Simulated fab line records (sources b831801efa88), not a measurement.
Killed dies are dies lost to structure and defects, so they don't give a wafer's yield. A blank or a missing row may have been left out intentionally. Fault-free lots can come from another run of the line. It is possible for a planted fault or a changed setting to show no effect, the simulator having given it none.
Which tool did it? ; flow sky130 ; 11 lots with 31 wafers sampled at 3 steps, on a route of 708 steps

== WHAT THE GAUGES READ, wafer by wafer ==
SKY_LI_CONTACT_CD_MEAS_12 targets a cd of 170 nm.
lot;measured;on;cdNm (nm)
L487;day 29 01:28;cdSem-02;170.3 171.9 171.3
L488;day 29 18:04;cdSem-01;172.3 169.9 171.0
L489;day 30 00:36;cdSem-01;172.2 170.6 171.2
L491;day 30 15:19;cdSem-02;167.3 167.2 166.1
L492;day 31 03:02;cdSem-02;168.9 169.3 169.7
L493;day 31 04:47;cdSem-02;168.5 169.1 169.7
L494;day 31 17:03;cdSem-01;168.5 169.1 168.6
L503;day 34 08:46;cdSem-01;171.4 171.8 172.3
L505;day 35 04:52;cdSem-02;168.2 166.9
L504;day 35 06:55;cdSem-01;168.7 171.4
L508;day 35 21:29;cdSem-01;168.6 168.3 167.3

== EACH LOT AND THE TOOL THAT RAN IT (in order: tool; ch and the chambers of the sampled wafers; start) ==
lot;SKY_SD_P_STRIP_10;SKY_SD_N_STRIP_11
L487;plasmaAsher-04 ch 0,1, day 25 09:15;plasmaAsher-03 ch 0,1, day 27 20:07
L488;plasmaAsher-01 ch 0,1, day 26 02:57;plasmaAsher-03 ch 0,1, day 28 13:05
L489;plasmaAsher-03 ch 0,1, day 26 09:05;plasmaAsher-04 ch 0,1, day 28 19:01
L491;plasmaAsher-03 ch 1, day 27 01:20;plasmaAsher-04 ch 1, day 29 11:16
L492;plasmaAsher-01 ch 0,1, day 27 13:55;plasmaAsher-03 ch 1, day 29 23:07
L493;plasmaAsher-04 ch 0, day 27 16:48;plasmaAsher-04 ch 0, day 30 01:25
L494;plasmaAsher-03 ch 0,1, day 28 05:38;plasmaAsher-02 ch 0,1, day 30 13:24
L503;plasmaAsher-01 ch 0,1, day 31 01:52;plasmaAsher-02 ch 1, day 33 05:50
L505;plasmaAsher-03 ch 0, day 31 21:32;plasmaAsher-03 ch 0, day 34 01:32
L504;plasmaAsher-03 ch 0,1, day 31 23:27;plasmaAsher-03 ch 0,1, day 34 03:43
L508;plasmaAsher-03 ch 0,1, day 32 13:41;plasmaAsher-04 ch 0,1, day 34 17:38
- SKY_SD_P_STRIP_10: strips in O2/N2.
- SKY_SD_N_STRIP_11: strips in O2/N2.

== THE ANSWER, worked out from the rows above alone ==
Rule: what is usual is taken from the lots themselves. Put in order of their means at a reading, lots are off if they are a third of the lots or fewer, leave a main group of 4 or more, and stand apart from it by a gap of 3 or more times the standard deviation of the main group's means; of several such gaps the widest counts. Not used: any main group whose means are identical at the precision the tables above print for the reading. Also off: a lot with no number at a reading for which 4 or more lots have one. Any other lot the step has rows for is counted as sound.
No lot is off on any of the readings shown, so nothing can be concluded from this.

== WHAT WAS PUT IN BY THE SIMULATOR ==
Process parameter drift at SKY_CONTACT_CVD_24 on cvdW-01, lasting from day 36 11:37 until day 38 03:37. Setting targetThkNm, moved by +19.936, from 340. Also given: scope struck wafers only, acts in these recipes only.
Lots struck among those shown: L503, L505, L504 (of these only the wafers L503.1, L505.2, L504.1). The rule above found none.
